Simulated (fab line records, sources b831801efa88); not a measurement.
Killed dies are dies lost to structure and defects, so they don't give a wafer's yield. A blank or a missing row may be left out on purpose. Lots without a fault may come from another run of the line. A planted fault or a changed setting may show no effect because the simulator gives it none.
Chamber matching | flow sky130 | SKY_VIA3_HDPCVD_00 on hdpcvd-01: 3 sister chambers
The step deposits SiO2, target thk 1635 nm, time 272.5 s. 14 wafers are shown with their chamber, then 7 later ones without.

WAFERS WITH THEIR CHAMBER
wafer  | chamber | run_length_s (s) | sih4_flow_sccm (sccm)
L589.2 | 1       | 300.0            | 59.90
L589.5 | 1       | 299.8            | 59.98
L589.6 | 0       | 299.6            | 60.14
L590.1 | 1       | 300.0            | 59.99
L590.4 | 2       | 300.2            | 60.04
L590.5 | 1       | 300.3            | 60.21
L591.1 | 2       | 299.6            | 59.95
L591.2 | 0       | 299.6            | 59.92
L591.3 | 1       | 299.5            | 60.07
L592.2 | 0       | 299.2            | 60.08
L592.5 | 2       | 299.7            | 59.94
L592.6 | 0       | 299.3            | 59.90
L593.2 | 1       | 300.6            | 60.33
L593.3 | 2       | 299.9            | 59.83

SIGNATURES (means of the wafers above)
reading        | chamber 0 | chamber 1 | chamber 2 | scatter within a chamber
run_length_s   | 299.425   | 300.033   | 299.850   | 0.312
sih4_flow_sccm | 60.0100   | 60.0800   | 59.9400   | 0.133
Rule: a wafer's distance from a chamber is the root of the sum, over the readings, of the square of ((its reading less the chamber's mean) divided by the reading's scatter). The wafer belongs to the nearest chamber; if the next one is less than 2 further off, it can't be placed. The scatter: the root of (the sum of the squares of (reading less its chamber's mean) over the shown wafers, divided by (wafers less chambers)).

WAFERS WITHOUT THEIR CHAMBER
wafer  | run_length_s (s) | sih4_flow_sccm (sccm)
L593.5 | 299.5            | 59.69
L598.1 | 299.1            | 59.87
L598.2 | 299.6            | 59.89
L598.3 | 299.9            | 60.08
L599.3 | 299.4            | 60.19
L599.5 | 299.1            | 60.13
L599.6 | 299.4            | 59.87

WHICH CHAMBER EACH WENT THROUGH
wafer  | from the rows above          | in truth
L593.5 | can't be placed: 2 or 0 or 1 | 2
L598.1 | can't be placed: 0 or 2 or 1 | 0
L598.2 | can't be placed: 2 or 0 or 1 | 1
L598.3 | can't be placed: 1 or 2 or 0 | 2
L599.3 | can't be placed: 0 or 1 or 2 | 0
L599.5 | can't be placed: 0 or 2 or 1 | 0
L599.6 | can't be placed: 0 or 2 or 1 | 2
Placed correctly: 0 of 7. Can't be placed from these rows: 7 (the true chamber is among the candidates in 7). Placed wrongly: 0.
